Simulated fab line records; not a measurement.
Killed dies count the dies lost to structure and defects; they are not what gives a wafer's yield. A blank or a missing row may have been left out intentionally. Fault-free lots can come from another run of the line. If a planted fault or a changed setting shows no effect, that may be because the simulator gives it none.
Struck lot and sound lot, side by side || flow sky130 || 14 steps out of a route of 708
Sound: the wafers L655.1, L655.4, L655.5. Struck: wafers L660.1, L660.2. (L660.3 of the same lot was not struck and is left out.) The cause comes at the end.
At each step with rows: each side's tool, then ch and its chambers, then its first start. Under that, the readings that differ: sound wafers || struck wafers || difference of the means || sigmas: that difference in standard deviations of wafers without a fault.
alike: same words and numbers on both sides, and readings whose means sit less than 2 such deviations apart. not compared: any withheld reading, any reading some wafer has no value for, any bound like >300 that may hide the same value, and any number with overlapping values for which the record gives no deviation.
The two part at a step that has a row with sigmas, a row that says differs or no value, or rows on one side only. When numbers do not overlap yet have no deviation, they are printed without sigmas and do not part them. Lack of a reading on every wafer of one side parts them only where that side has two or more wafers.

SKY_VIA3_CD_MEAS_12: target cd 200 nm.
  sound on cd-sem-02, day 42 22:19; struck on cd-sem-02, day 43 23:33
{"reading": "cd-nm (nm)", "sound": "202.0 203.6 202.1", "struck": "199.5 198.4", "difference": -3.6, "sigmas": -3}
SKY_VIA3_OVL_MEAS_13:
  sound on overlay-01, day 42 22:26; struck on overlay-01, day 43 23:40
{"reading": "VIA3_OVL (nm)", "sound": "-11 -11 -6", "struck": "0 3", "difference": "+11", "sigmas": "+3"}
SKY_VIA3_ETCH_14: etches BARC in N2/H2, stops on SiO2, time 45.9 s, target depth 60 nm.
  sound on rie-diel-03 ch 0,1,3, day 42 22:28; struck on rie-diel-04 ch 0,2, day 43 23:43
  alike: bias-w, drypump-motor-current-A, oes-product-au, throttle-valve-pct
  not compared: rf-hours-counter-h
SKY_VIA3_ETCH_15: etches SiO2 in C4F8/O2/Ar, stops on TiN, target depth 507 nm, time 78 s.
  sound on rie-diel-03 ch 0,1,3, day 42 22:31; struck on rie-diel-04 ch 0,2, day 43 23:45
  alike: bias-w, oes-product-au
  not compared: rf-hours-counter-h
SKY_VIA3_STRIP_16: strips in O2/N2.
  sound on plasma-asher-04 ch 0,1, day 42 22:34; struck on plasma-asher-03 ch 0,1, day 43 23:49
  alike: drypump-motor-current-A, oes-product-au, strip-time-to-endpoint-s
  not compared: rf-hours-counter-h
then, 3 steps without rows for these wafers: SKY_VIA3_STRIP_17 (strips in post etch residue remover, time 1200 s); SKY_VIA3_CLEAN_18 (cleans in IPA, time 180 s); SKY_VIA3_CLEAN_19 (cleans in O3/DIW).
SKY_VIA3_SPUTTER_20: material TiN, target thk 20 nm, time 80 s.
  sound on pvd-sputter-03, day 42 23:10; struck on pvd-sputter-03, day 44 00:26
  alike: throttle-valve-pct
SKY_VIA3_CVD_21: deposits W, target thk 390 nm, time 117.31 s.
  sound on cvd-w-02 ch 0,1, day 42 23:14; struck on cvd-w-02 ch 0,1, day 44 00:29
  alike: heater-power-w, susceptor-temp-C
  not compared: since-wet-clean-h
SKY_VIA3_RS_MEAS_22: measurement is done with a four-point probe.
  sound on film-metro-03, day 42 23:21; struck on film-metro-01, day 44 00:37
  alike: VIA3_W_RS
SKY_VIA3_THK_MEAS_23: measures by xrf.
  sound on film-metro-03, day 42 23:28; struck on film-metro-01, day 44 00:44
  alike: VIA3_W_THK
SKY_VIA3_CMP_24: polishes, stops on SiO2, t overpolish 20 s, target thk 0 nm.
  sound on cmp-02 ch 0,3, day 42 23:32; struck on cmp-02 ch 0,3, day 44 00:48
{"reading": "overpolish-run-s (s)", "sound": "20.016 20.001 19.999", "struck": "0.053 0.037", "difference": -19.960, "sigmas": "-99 or more"}
{"reading": "time-to-endpoint-s (s)", "sound": "92 89 89", "struck": "148 147", "difference": "+58", "sigmas": "+16"}
  alike: motor-current-A
then, 1 step without rows for these wafers: SKY_METAL4_SPUTTER_00 (material Ti, target thk 15 nm, time 10 s).

== WHERE THEY PART ==
At SKY_VIA3_CD_MEAS_12 first; at SKY_VIA3_CMP_24 last (within this record only).

WHY: what had been put in by the simulator
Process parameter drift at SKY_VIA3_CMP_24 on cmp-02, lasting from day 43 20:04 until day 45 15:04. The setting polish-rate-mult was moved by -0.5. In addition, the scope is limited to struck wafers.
